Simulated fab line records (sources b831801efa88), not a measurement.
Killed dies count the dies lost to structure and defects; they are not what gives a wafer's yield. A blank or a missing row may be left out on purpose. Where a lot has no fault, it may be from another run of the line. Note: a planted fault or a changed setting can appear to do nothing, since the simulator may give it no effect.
Chamber matching	flow gf180mcu	GF_V3_ETCH_16 on rie-diel-02 has 4 sister chambers
The step etches BARC in N2/H2. 8 wafers are shown with their chamber, then 10 later ones without.

WAFERS WITH THEIR CHAMBER
wafer	chamber	drypump-motor-current-A (A)	oes-product-au (a.u.)
L084.2	2	5.6	0.859
L087.1	3	4.9	0.860
L087.2	2	5.5	0.858
L087.4	0	4.9	0.854
L087.5	1	5.9	0.856
L087.6	0	4.9	0.852
L088.2	3	4.9	0.852
L088.3	1	5.9	0.850

WAFERS WITHOUT THEIR CHAMBER
wafer	drypump-motor-current-A (A)	oes-product-au (a.u.)
L088.4	4.9	0.859
L091.1	4.9	0.863
L091.3	5.9	0.852
L091.5	4.8	0.855
L094.1	5.5	0.859
L094.3	4.9	0.848
L094.5	4.9	0.854
L097.2	4.8	0.850
L097.4	5.9	0.850
L097.6	4.8	0.852

WHICH CHAMBER EACH WENT THROUGH
wafer	from the rows above	in truth
L088.4	can't be placed: 3 or 0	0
L091.1	can't be placed: 3 or 0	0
L091.3	1	1
L091.5	can't be placed: 3 or 0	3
L094.1	2	2
L094.3	can't be placed: 0 or 3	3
L094.5	can't be placed: 0 or 3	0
L097.2	can't be placed: 0 or 3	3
L097.4	1	1
L097.6	can't be placed: 0 or 3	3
3 of 10 placed correctly. Unplaceable from these rows: 7, with the true chamber sitting among the candidates in 7. Placed wrongly: 0.
How it was worked out, from the rows above alone: a wafer's distance from a chamber is the root of the sum, over the readings, of the square of ((its reading less the chamber's mean) divided by the reading's scatter). If the next closest chamber is less than 2 further off than the closest, the wafer can't be placed; otherwise it belongs to the closest. A chamber's mean is the mean of its shown wafers. How the scatter is found: for the shown wafers, subtract from each reading the mean of its chamber, square and add these, divide the total by (wafers less chambers), then take the root.
